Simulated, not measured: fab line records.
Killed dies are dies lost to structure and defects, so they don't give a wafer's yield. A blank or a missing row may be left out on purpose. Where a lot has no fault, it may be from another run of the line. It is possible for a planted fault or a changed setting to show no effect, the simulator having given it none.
Which tool was responsible? -- flow sky130 -- Sampling: 11 lots, 33 wafers, 5 of 708 route steps

WHAT THE GAUGES READ, wafer by wafer
SKY_CAPM_THK_MEAS_01.
lot,measured,on,CAPM_CVD_00_THK (nm)
L896,day 35 21:56,film metro-01,15.29 15.28 15.57
L898,day 36 21:52,film metro-04,15.41 15.77 15.42
L900,day 37 13:44,film metro-02,15.56 15.59 15.38
L906,day 39 09:53,film metro-01,15.48 15.21 15.53
L907,day 39 16:52,film metro-02,16.01 16.27 16.07
L911,day 40 16:30,film metro-04,15.41 15.53 15.74
L912,day 41 07:34,film metro-04,15.86 15.49 15.63
L914,day 41 12:44,film metro-04,15.37 15.43 15.56
L915,day 41 18:32,film metro-01,15.42 15.11 15.96
L916,day 42 05:59,film metro-01,15.53 15.30 15.70
L917,day 42 19:07,film metro-02,15.28 15.04 15.60

SKY_CAPM_THK_MEAS_04: measures by xrf.
lot,measured,on,CAPM_TIN_THK (nm)
L896,day 35 22:14,film metro-04,197.2 194.7 196.0
L898,day 36 22:10,film metro-02,201.9 198.5 199.7
L900,day 37 14:02,film metro-04,196.0 193.6 195.7
L906,day 39 10:11,film metro-02,199.4 199.5 197.0
L907,day 39 17:09,film metro-01,197.5 199.0 198.6
L911,day 40 16:47,film metro-04,196.2 194.0 196.8
L912,day 41 07:51,film metro-02,202.1 200.9 199.9
L914,day 41 13:02,film metro-01,197.6 196.3 196.0
L915,day 41 18:50,film metro-02,196.4 198.9 195.7
L916,day 42 06:16,film metro-02,198.4 195.6 195.7
L917,day 42 19:24,film metro-04,194.4 196.2 195.6

SKY_METAL3_OVL_MEAS_14.
lot,measured,on,METAL3_OVL (nm)
L896,day 38 02:13,overlay-01,-9 -4 -9
L898,day 39 00:29,overlay-01,2 -12 -3
L900,day 39 18:04,overlay-02,9 7 4
L906,day 41 12:37,overlay-01,-2 -5 6
L907,day 41 18:01,overlay-01,-4 4 -9
L911,day 42 16:04,overlay-01,-6 -8 -9
L912,day 43 07:07,overlay-02,-2 5 10
L914,day 43 11:48,overlay-02,-3 -6 -8
L915,day 43 17:46,overlay-02,0 2 1
L916,day 44 05:05,overlay-01,-8 -12 -17
L917,day 44 18:56,overlay-01,-9 -4 -4

TOOL THAT RAN EACH LOT (tool first, then ch and the chambers of the sampled wafers, then the start)
lot,SKY_CAPM_CVD_00,SKY_CAPM_STRIP_14
L896,"pecvd-03 ch 0,2, day 35 21:55","plasma asher-03 ch 0,1, day 37 00:11"
L898,"pecvd-04 ch 1,2, day 36 21:50","plasma asher-04 ch 0,1, day 37 22:37"
L900,"pecvd-04 ch 0,2, day 37 13:42","plasma asher-01 ch 0,1, day 38 17:22"
L906,"pecvd-01 ch 0,2, day 39 09:52","plasma asher-04 ch 0, day 40 11:41"
L907,"pecvd-04 ch 0,1,2, day 39 16:50","plasma asher-01 ch 1, day 40 17:35"
L911,"pecvd-03 ch 0,2, day 40 16:28","plasma asher-03 ch 0,1, day 41 16:35"
L912,"pecvd-01 ch 1,2, day 41 07:32","plasma asher-01 ch 0,1, day 42 07:12"
L914,"pecvd-03 ch 0,1,2, day 41 12:43","plasma asher-01 ch 0,1, day 42 12:09"
L915,"pecvd-01 ch 1,2, day 41 18:31","plasma asher-01 ch 0,1, day 42 17:53"
L916,"pecvd-04 ch 0,1,2, day 42 05:57","plasma asher-03 ch 0,1, day 43 05:24"
L917,"pecvd-01 ch 0,2, day 42 19:04","plasma asher-03 ch 0,1, day 43 19:08"
- SKY_CAPM_CVD_00: deposits SiO2, target thk 15.5 nm.
- SKY_CAPM_STRIP_14: strips in O2/N2.

WHAT THE TOOLS THEMSELVES READ (means of the sampled wafers that have a number; where no wafer has one, the mark that the record gives instead)
SKY_CAPM_CVD_00.
lot,tool,heater power w (W)
L896,pecvd-03,643
L898,pecvd-04,696
L900,pecvd-04,725
L906,pecvd-01,769
L907,pecvd-04,716
L911,pecvd-03,626
L912,pecvd-01,548
L914,pecvd-03,658
L915,pecvd-01,609
L916,pecvd-04,745
L917,pecvd-01,870

SKY_CAPM_STRIP_14.
lot,tool,chamber pressure mTorr (mTorr),drypump motor current A (A),oes product au (a.u.),strip time to endpoint s (s)
L896,plasma asher-03,1499.4,5.6,0.709,12.70
L898,plasma asher-04,1499.8,5.1,0.706,12.71
L900,plasma asher-01,1499.6,5.6,0.713,12.67
L906,plasma asher-04,1498.7,5.4,0.707,12.65
L907,plasma asher-01,1500.9,5.5,0.710,12.71
L911,plasma asher-03,1498.8,5.6,0.710,12.75
L912,plasma asher-01,1500.2,5.8,0.709,12.62
L914,plasma asher-01,1500.1,5.8,0.710,12.70
L915,plasma asher-01,1500.4,5.6,0.708,12.61
L916,plasma asher-03,1499.8,5.7,0.710,12.56
L917,plasma asher-03,1501.2,5.8,0.708,12.63

THE ANSWER, worked out from the rows above alone
Rule: the usual values come from the lots themselves. The widest of any qualifying gaps counts: lots, ordered by their means at a reading, are off when they make up no more than a third of the lots, leave a main group of 4 or more, and stand apart from it by 3 or more times the standard deviation of that group's means. A main group is skipped when, at the precision printed for the reading in the tables above, its means are all equal. A lot without any number at a reading at which 4 lots or more have one is off too. Where the step has rows for the other lots, those lots are counted as sound. The gauges are gone through in route order, then the tools' own readings, and for those a lot's mean is taken as printed above. The first step at which some lot is off is used, and at that step the reading that is off furthest; a lot without a number counts as furthest.
Off: L907, seen at SKY_CAPM_THK_MEAS_01 (CAPM_CVD_00_THK). Main group: mean 15.48 nm, sd 0.095.
If a tool, at a process step before that reading, ran all the lots that are off and no sound lot after the first of them, it fits. The gauges at SKY_CAPM_THK_MEAS_01 are tried like those tools. Not one of the candidates tried fits.

WHAT THE SIMULATOR HAD INSERTED
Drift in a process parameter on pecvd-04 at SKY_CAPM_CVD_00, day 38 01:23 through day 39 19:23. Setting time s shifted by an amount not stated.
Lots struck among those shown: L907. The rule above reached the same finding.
